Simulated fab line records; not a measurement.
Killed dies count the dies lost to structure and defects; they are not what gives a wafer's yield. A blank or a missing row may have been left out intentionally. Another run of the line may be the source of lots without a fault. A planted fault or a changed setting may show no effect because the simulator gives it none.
Problem report in the 8D (eight disciplines) form, filled by code | flow gf180mcu | the parts of the form that need people (team, actions taken, sign-off) are left out

== 1. WHAT WENT WRONG ==
zone power centre pct at GF_DUAL_GATE_OXIDATION_15 reads a mean of 9.59 % on 9 wafers of 3 lots; wafers without a fault read 17.42 % with a standard deviation of 0.22. Measured from the usual mean, that is -36 standard deviations.
The step: stabilise 600 s, purge 300 s, target thk 7.098 nm.
First observed at day 11 13:20: wafer L325.3, on furnace-01. Wafers with a number at this step in the record: 21, from 7 lots. Rule for "out" (also "out of limits"): further than 4 standard deviations from the usual mean. Any other wafer with a number is counted as sound.

== 2. WHAT IT IS, AND WHAT IT ISN'T ==
question                    | is                                                                                   | is not
which readings at this step | zone power centre pct, spike tc centre C, zone power lower pct, zone power upper pct | zone power bottom pct
which lots                  | L325, L326, L327                                                                     | L316, L318, L335, L337
which wafers of those lots  | all that have a number                                                               | -
read on which tools         | furnace-01                                                                           | furnace-02
when                        | from day 11 13:20                                                                    | up to then (6 sound wafers); but 6 sound wafers of L335, L337 came after

== 3. THE SUSPECTS, EACH WITH WHAT RULES IT OUT ==
Counting: a tool at a process step up to the reading stays a suspect if it ran every lot that is out and no sound lot after the first of them.
- furnace-01 at GF_DUAL_GATE_OXIDATION_15 (stabilise 600 s, purge 300 s, target thk 7.098 nm): kept. It ran every lot that is out, first L325 (day 11 13:20), and no sound lot after that; its last sound lot up to then is L318 (day 9 12:35). On those wafers its own readings are out: spike tc centre C, zone power centre pct, zone power lower pct, zone power upper pct.
The count leaves furnace-01 at GF_DUAL_GATE_OXIDATION_15.

== 4. THE CAUSE (what the simulator had put in) ==
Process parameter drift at GF_DUAL_GATE_OXIDATION_15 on furnace-01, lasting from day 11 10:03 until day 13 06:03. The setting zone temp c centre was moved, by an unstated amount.
Counting left only this tool.

== 5. THE EFFECT CHAIN, in route order ==
Each row: a reading whose mean over the struck wafers that have a number lies more than 3 standard deviations from the usual. Only readings for which the record gives a usual standard deviation are gone through. hours: the time from each lot's start at the first step in this table that gives one to its start at this step, as a median over the lots. sigmas: the change in usual standard deviations.
hours | step                      | reading               | usual   | on struck wafers | change | sigmas
0     | GF_DUAL_GATE_OXIDATION_15 | spike tc centre C     | 850.4 C | 827.4            | -23.0  | -19
0     | GF_DUAL_GATE_OXIDATION_15 | spike tc lower C      | 850.5 C | 853.5            | +3.0   | +3.0
0     | GF_DUAL_GATE_OXIDATION_15 | zone power centre pct | 17.42 % | 9.59             | -7.83  | -36
0     | GF_DUAL_GATE_OXIDATION_15 | zone power lower pct  | 17.5 %  | 21.2             | +3.7   | +8.0
0     | GF_DUAL_GATE_OXIDATION_15 | zone power upper pct  | 19.14 % | 23.78            | +4.64  | +19
Its process steps:
- GF_DUAL_GATE_OXIDATION_15: stabilise 600 s, purge 300 s, target thk 7.098 nm.
Later measuring or inspecting steps at which every struck wafer that the step has a row for has a number for every such reading, and none has moved that far: GF_POLY_GATE_THK_MEAS_01, GF_POLY_GATE_CD_MEAS_10, GF_POLY_GATE_OVL_MEAS_11.

== 6. WHAT WOULD HAVE CAUGHT IT SOONER ==
First out-of-limits reading in this record: day 11 13:20, which is 3 hours after fault onset at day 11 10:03.
